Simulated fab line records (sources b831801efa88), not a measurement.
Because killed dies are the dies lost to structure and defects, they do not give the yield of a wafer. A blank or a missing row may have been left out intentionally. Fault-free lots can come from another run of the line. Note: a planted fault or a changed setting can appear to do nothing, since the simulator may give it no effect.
A lot that was struck, set against a sound lot ; flow sky130 ; 16 steps out of a route of 708
Sound: wafers L342.1, L342.4, L342.5. Struck: wafers L357.2, L357.5, L357.6. The cause comes at the end.
Each step with rows lists, per side, the tool, then ch with its chambers, then its first start. Under that, the readings that differ: sound wafers ; struck wafers ; difference of the means ; sigmas: that difference in standard deviations of wafers without a fault.
alike: a reading whose means differ by less than 2 such deviations, as well as words and numbers matching on both sides. not compared: withheld readings; readings where some wafer has no value; bounds like >300 that might hide an equal value; numbers whose values overlap and for which the record gives no deviation.
Wherever a step has rows on one side only, a row that says differs or no value, or a row with sigmas, the two part there. When numbers do not overlap yet have no deviation, they are printed without sigmas and do not part them. Lack of a reading on every wafer of one side parts them only where that side has two or more wafers.

first, 5 steps without rows for these wafers: SKY_SONOS_TUNNEL_COAT_02 (resist thk 1140 nm); SKY_SONOS_TUNNEL_SOFTBAKE_03 (time 60 s); SKY_SONOS_TUNNEL_EXPOSE_04 (exposes mask TUNM, target cd 410 nm); SKY_SONOS_TUNNEL_PEB_05; SKY_SONOS_TUNNEL_DEVELOP_06 (develop time 60 s).
SKY_SONOS_TUNNEL_CD_MEAS_07: target cd 410 nm.
  sound on cd_sem-02 at day 12 11:55; struck on cd_sem-01 at day 16 17:05
  alike: cd_nm
SKY_SONOS_TUNNEL_OVL_MEAS_08:
  sound on overlay-01 at day 12 12:02; struck on overlay-01 at day 16 17:12
  alike: SONOS_TUNNEL_OVL
then, 3 steps without rows for these wafers: SKY_SONOS_TUNNEL_IMPLANT_09; SKY_SONOS_TUNNEL_WET_ETCH_10 (etches SiO2 in dHF, target depth 14 nm, time 280 s); SKY_SONOS_TUNNEL_STRIP_11 (strips in SPM, time 600 s).
SKY_SONOS_TUNNEL_TW_MEAS_12:
  sound on film_metro-03 at day 12 12:31; struck on film_metro-03 at day 16 17:40
  alike: SONOS_TUNNEL_TW
then, 1 step without rows for these wafers: SKY_SONOS_TUNNEL_CLEAN_13 (cleans in dHF, time 20 s).
SKY_SONOS_ONO_OXIDATION_00: stabilise 600 s, purge 300 s, target thk 2.6 nm.
  sound on furnace-01 ch 0, day 12 12:38; struck on furnace-02 ch 0, day 16 21:19
reading;sound;struck;difference;sigmas
spike_tc_centre_C (C);799.9 800.3 800.7;786.8 785.9 784.4;-14.6;-11
spike_tc_lower_C (C);799.5 800.1 800.8;789.5 790.3 789.8;-10.3;-7
spike_tc_top_C (C);812.8 812.1 811.4;796.5 797.9 796.6;-15.1;-8
spike_tc_upper_C (C);798.3 800.4 800.5;789.3 789.9 789.4;-10.2;-8
tube_center_temp_C (C);799.91 799.95 800.01;788.32 788.42 788.41;-11.57;-99 or more
tube_center_temp_C_max;802.0 801.7 802.4;790.5 790.5 790.5;-11.5;-36
model.SiO2_of_SONOS_ONO_OXIDATION_00.thk_nm (nm);2.615 2.593 2.57;2.09 2.058 2.095;-0.51;
  alike: zone_power_upper_pct
SKY_SONOS_ONO_THK_MEAS_01:
  sound on film_metro-02 at day 12 13:59; struck on film_metro-02 at day 16 22:41
reading;sound;struck;difference;sigmas
SONOS_ONO_OXIDATION_THK (nm);2.61 2.59 2.59;2.10 2.10 2.07;-0.51;-8
then, 1 step without rows for these wafers: SKY_SONOS_ONO_CVD_02 (deposits Si3N4 from DCS/NH3, target thk 10.5 nm, time 180 s).
-- a jump in the record: the struck wafers' starts before and after are 33 days apart (it breaks off in module SONOS_ONO and resumes in module PAD_OPEN, where the first step shown is number 708 of the route) --
SKY_PAD_OPEN_PROBE_99:
  sound on prober-01 at day 46 12:54; struck on prober-02 at day 49 14:25
reading;sound;struck;difference;sigmas
model.etest.cap_ono.gate_log10_a_cm2;-7.854 -7.839 -7.795;-7.33 -7.529 -7.511;+0.37;
model.etest.cap_ono.tox_acc_nm (nm);12.84 12.86 12.77;12.36 12.6 12.61;-0.30;
model.etest.sonos_erased.vt_v (V);-2.309 -2.3 -2.352;-2.525 -2.493 -2.454;-0.170;
model.etest.sonos_baked.vt_less_v (V);-0.4507 -0.4991 -0.5414;-0.6832 -0.6551 -0.6313;-0.1595;
model.etest.sonos_baked.vt_v (V);1.002 0.9944 1.009;0.8772 0.8526 0.8413;-0.1448;
  alike: killed_at_M0_to_M3, killed_at_M4_up, killed_at_contacts, killed_at_front_end, killed_at_other, killed_dies, killed_open, killed_short

## WHERE THEY PART
First at SKY_SONOS_ONO_OXIDATION_00; last, within this record, at SKY_SONOS_ONO_THK_MEAS_01. Later steps at which nothing parts them and some readings are alike: SKY_PAD_OPEN_PROBE_99.

WHY: what had been put in by the simulator
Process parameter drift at SKY_SONOS_ONO_OXIDATION_00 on furnace-02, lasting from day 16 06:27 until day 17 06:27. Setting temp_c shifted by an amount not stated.
